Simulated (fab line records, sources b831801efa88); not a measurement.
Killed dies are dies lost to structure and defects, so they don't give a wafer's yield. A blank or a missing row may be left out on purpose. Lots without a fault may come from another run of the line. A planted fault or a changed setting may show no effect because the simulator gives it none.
A struck lot beside a sound one | flow gf180mcu | 23 steps out of a route of 602
Sound: wafers L855.2, L855.3, L855.6. Struck: wafers L867.1, L867.3, L867.5. The cause comes at the end.
At each step with rows: each side's tool, then ch and its chambers, then its first start. Under that, the readings that differ: sound wafers | struck wafers | difference of the means | sigmas: that difference in standard deviations of wafers without a fault.
alike: readings whose means differ by less than 2 such deviations, and words and numbers that are the same on both sides. not compared: withheld readings, readings that some wafer has no value for, bounds like >300 that may hide the same value, and numbers for which the record gives no deviation and whose values overlap.
The two part at a step that has a row with sigmas, a row that says differs or no value, or rows on one side only. Numbers that don't overlap but have no deviation are shown without sigmas and don't part them. A reading that every wafer of one side lacks parts them only if that side has two wafers or more.

GF_V5_RS_MEAS_24: measures by four-point-probe.
  sound on film_metro-04, day 30 02:04; struck on film_metro-02, day 33 01:16
  alike: V5_W_RS
GF_V5_THK_MEAS_25: measures by xrf.
  sound on film_metro-04, day 30 02:11; struck on film_metro-02, day 33 01:23
  alike: V5_W_THK
then, 1 step without rows for these wafers: GF_V5_CMP_26 (polishes, stops on SiO2, t overpolish 15 s, target thk 0 nm).
GF_TOP_METAL_SPUTTER_00: material Ti, target thk 37.5 nm, time 150 s.
  sound on pvd_sputter-01, day 30 02:32; struck on pvd_sputter-01, day 33 01:44
  alike: throttle_valve_pct
GF_TOP_METAL_SPUTTER_01: material TiN, target thk 30 nm, time 25 s.
  sound on pvd_sputter-01, day 30 02:38; struck on pvd_sputter-01, day 33 01:50
  alike: throttle_valve_pct
GF_TOP_METAL_SPUTTER_02: material AlCu, target thk 900 nm, time 47.82 s.
  sound on pvd_sputter-01, day 30 02:40; struck on pvd_sputter-01, day 33 01:52
  alike: throttle_valve_pct
GF_TOP_METAL_SPUTTER_03: material Ti, target thk 5 nm, time 3.3 s.
  sound on pvd_sputter-01, day 30 02:43; struck on pvd_sputter-01, day 33 01:55
  alike: throttle_valve_pct
GF_TOP_METAL_SPUTTER_04: material TiN, target thk 25 nm, time 20.8 s.
  sound on pvd_sputter-01, day 30 02:44; struck on pvd_sputter-01, day 33 01:56
  alike: throttle_valve_pct
GF_TOP_METAL_RS_MEAS_05: measures by four-point-probe.
  sound on film_metro-04, day 30 02:46; struck on film_metro-01, day 33 01:58
  alike: TOP_METAL_ALCU_RS
GF_TOP_METAL_THK_MEAS_06: measures by xrf.
  sound on film_metro-04, day 30 02:53; struck on film_metro-01, day 33 02:05
  alike: TOP_METAL_ALCU_THK
then, 2 steps without rows for these wafers: GF_TOP_METAL_DEHYDRATE_07 (time 60 s); GF_TOP_METAL_HMDS_08 (prime time 60 s).
GF_TOP_METAL_COAT_09: resist thk 1500 nm.
  sound on litho_track-02 ch 0, day 30 12:05; struck on litho_track-02 ch 0, day 33 09:33
  reading                                        | sound                | struck               | difference | sigmas
  spin_speed_rpm (rpm)                           | 2992.5 2999.7 2997.6 | 3405.2 3404.0 3408.8 | +409.4     | +99 or more
  model.NOVOLAK_of_TOP_METAL_COAT_09.thk_nm (nm) | 1494 1498 1498       | 1405 1410 1407       | -89        |
  alike: chill_plate_temp_C
then, 4 steps without rows for these wafers: GF_TOP_METAL_SOFTBAKE_10 (time 60 s); GF_TOP_METAL_EXPOSE_11 (exposes mask MetalTop, target cd 440 nm); GF_TOP_METAL_PEB_12; GF_TOP_METAL_DEVELOP_13 (develop time 60 s).
GF_TOP_METAL_CD_MEAS_14: target cd 440 nm.
  sound on cd_sem-02, day 30 21:29; struck on cd_sem-01, day 33 17:14
  alike: cd_nm
GF_TOP_METAL_OVL_MEAS_15:
  sound on overlay-01, day 30 21:36; struck on overlay-02, day 33 17:21
  alike: TOP_METAL_OVL
GF_TOP_METAL_METAL_ETCH_16: etches the open film in Cl2/BCl3, stops on SiO2, target depth 1077.5 nm, time 179.6 s.
  sound on rie_metal-01 ch 1, day 30 21:38; struck on rie_metal-01 ch 0,1, day 33 17:23
  reading                                        | sound          | struck          | difference | sigmas
  model.NOVOLAK_of_TOP_METAL_COAT_09.thk_nm (nm) | 1064 1069 1072 | 989 974.5 970.3 | -90        |
  alike: bcl3_flow_sccm, bias_w, drypump_motor_current_A, oes_product_au, rf_fwd_power_W, throttle_valve_pct
  not compared: rf_hours_counter_h
GF_TOP_METAL_STRIP_17: strips in O2/N2.
  sound on plasma_asher-01 ch 0,1, day 30 21:48; struck on plasma_asher-02 ch 0,1, day 33 17:34
  reading                      | sound             | struck            | difference | sigmas
  strip_time_to_endpoint_s (s) | 13.38 13.44 13.47 | 12.60 12.44 12.37 | -0.96      | -9
  alike: drypump_motor_current_A, heater_power_w, oes_product_au
  not compared: rf_hours_counter_h
then, 2 steps without rows for these wafers: GF_TOP_METAL_STRIP_18 (strips in post etch residue remover, time 1200 s); GF_PASSIVATION_PROBE_99.

WHERE THEY PART
First at GF_TOP_METAL_COAT_09; last, within this record, at GF_TOP_METAL_STRIP_17.

WHY: what the simulator had put in
Process parameter drift: litho_track-02, from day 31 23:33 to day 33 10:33, at GF_TOP_METAL_COAT_09. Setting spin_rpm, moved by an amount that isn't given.
